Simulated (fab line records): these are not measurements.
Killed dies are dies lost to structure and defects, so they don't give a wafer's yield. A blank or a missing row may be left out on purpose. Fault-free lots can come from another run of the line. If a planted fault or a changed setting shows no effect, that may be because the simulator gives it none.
Chamber matching / flow sky130 / 4 sister chambers for SKY_FIELD_ISO_WET_ETCH_29 on wet_bench-03
The step etches Si3N4 in H3PO4, target depth 160 nm, time 1825 s. 8 wafers are shown with their chamber, then 8 later ones without.

## WAFERS PAIRED WITH THEIR CHAMBERS
wafer=L961.6; chamber=0; bath_guard_temp_C (C)=160.1; bath_heat_duty_pct (%)=29.2
wafer=L962.4; chamber=3; bath_guard_temp_C (C)=159.7; bath_heat_duty_pct (%)=27.5
wafer=L962.5; chamber=3; bath_guard_temp_C (C)=159.6; bath_heat_duty_pct (%)=27.4
wafer=L977.2; chamber=1; bath_guard_temp_C (C)=159.5; bath_heat_duty_pct (%)=25.3
wafer=L977.5; chamber=1; bath_guard_temp_C (C)=159.2; bath_heat_duty_pct (%)=26.8
wafer=L978.4; chamber=2; bath_guard_temp_C (C)=160.7; bath_heat_duty_pct (%)=27.4
wafer=L978.6; chamber=2; bath_guard_temp_C (C)=160.7; bath_heat_duty_pct (%)=27.7
wafer=L980.2; chamber=0; bath_guard_temp_C (C)=159.8; bath_heat_duty_pct (%)=29.7

## WAFERS WHOSE CHAMBER IS MISSING
wafer=L980.4; bath_guard_temp_C (C)=160.3; bath_heat_duty_pct (%)=26.9
wafer=L980.5; bath_guard_temp_C (C)=159.8; bath_heat_duty_pct (%)=29.2
wafer=L983.1; bath_guard_temp_C (C)=160.0; bath_heat_duty_pct (%)=27.5
wafer=L983.4; bath_guard_temp_C (C)=159.7; bath_heat_duty_pct (%)=29.0
wafer=L983.6; bath_guard_temp_C (C)=160.0; bath_heat_duty_pct (%)=28.6
wafer=L984.1; bath_guard_temp_C (C)=160.8; bath_heat_duty_pct (%)=27.8
wafer=L984.4; bath_guard_temp_C (C)=160.6; bath_heat_duty_pct (%)=26.1
wafer=L984.6; bath_guard_temp_C (C)=161.3; bath_heat_duty_pct (%)=29.4

## WHICH CHAMBER EACH WENT THROUGH
wafer=L980.4; from the rows above=can't be placed: 2 or 3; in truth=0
wafer=L980.5; from the rows above=0; in truth=0
wafer=L983.1; from the rows above=can't be placed: 3 or 0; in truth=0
wafer=L983.4; from the rows above=can't be placed: 0 or 3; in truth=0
wafer=L983.6; from the rows above=can't be placed: 0 or 3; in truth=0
wafer=L984.1; from the rows above=2; in truth=2
wafer=L984.4; from the rows above=2; in truth=2
wafer=L984.6; from the rows above=2; in truth=2
Correctly placed: 4 of 8. Can't be placed from these rows: 4 (the true chamber is among the candidates in 3). Wrongly placed: 0.
How it was worked out, from the rows above alone: a wafer's distance from a chamber is the root of the sum, over the readings, of the square of ((its reading less the chamber's mean) divided by the reading's scatter). The wafer belongs to the nearest chamber; if the next one is less than 2 further off, it can't be placed. Each chamber's mean is taken over the wafers shown for it. The scatter: take each reading less its chamber's mean, square it, sum over the shown wafers, divide by the number of wafers less the number of chambers, and take the root.
